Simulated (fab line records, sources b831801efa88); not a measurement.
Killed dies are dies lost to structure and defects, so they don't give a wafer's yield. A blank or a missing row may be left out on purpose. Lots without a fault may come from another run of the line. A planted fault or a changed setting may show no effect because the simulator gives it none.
Which tool did it? | flow sky130 | 6 lots, 18 wafers sampled, at 1 step of a route of 708

WHAT THE GAUGES READ, wafer by wafer
SKY_VT_ADJUST_NCORE_OVL_MEAS_08.
lot  | measured     | on         | VT_ADJUST_NCORE_OVL (nm)
L476 | day 9 00:08  | overlay-02 | -2.7 -4.1 -2.6
L480 | day 10 08:44 | overlay-01 | -1.6 -2.0 -1.7
L482 | day 10 22:22 | overlay-01 | -2.9 -1.1 -0.3
L491 | day 13 10:53 | overlay-02 | 0.1 -0.5 -0.1
L494 | day 14 09:38 | overlay-01 | -0.4 1.1 0.0
L495 | day 15 04:44 | overlay-01 | 0.5 1.5 3.2

WHICH TOOL RAN EACH LOT (tool, then ch and the chambers of the sampled wafers, then the start)
The record holds no process step before these readings.

THE ANSWER, worked out from the rows above alone
Rule: what is usual is taken from the lots themselves. Put in order of their means at a reading, lots are off if they are a third of the lots or fewer, leave a main group of 4 or more, and stand apart from it by a gap of 3 or more times the standard deviation of the main group's means; of several such gaps the widest counts. A main group whose means are all the same, to the digits that the tables above print for the reading, isn't used. A lot without any number at a reading at which 4 lots or more have one is off too. The other lots that the step has rows for count as sound.
No lot is off at any reading shown: from this, nothing can be told.

WHAT THE SIMULATOR HAD PUT IN
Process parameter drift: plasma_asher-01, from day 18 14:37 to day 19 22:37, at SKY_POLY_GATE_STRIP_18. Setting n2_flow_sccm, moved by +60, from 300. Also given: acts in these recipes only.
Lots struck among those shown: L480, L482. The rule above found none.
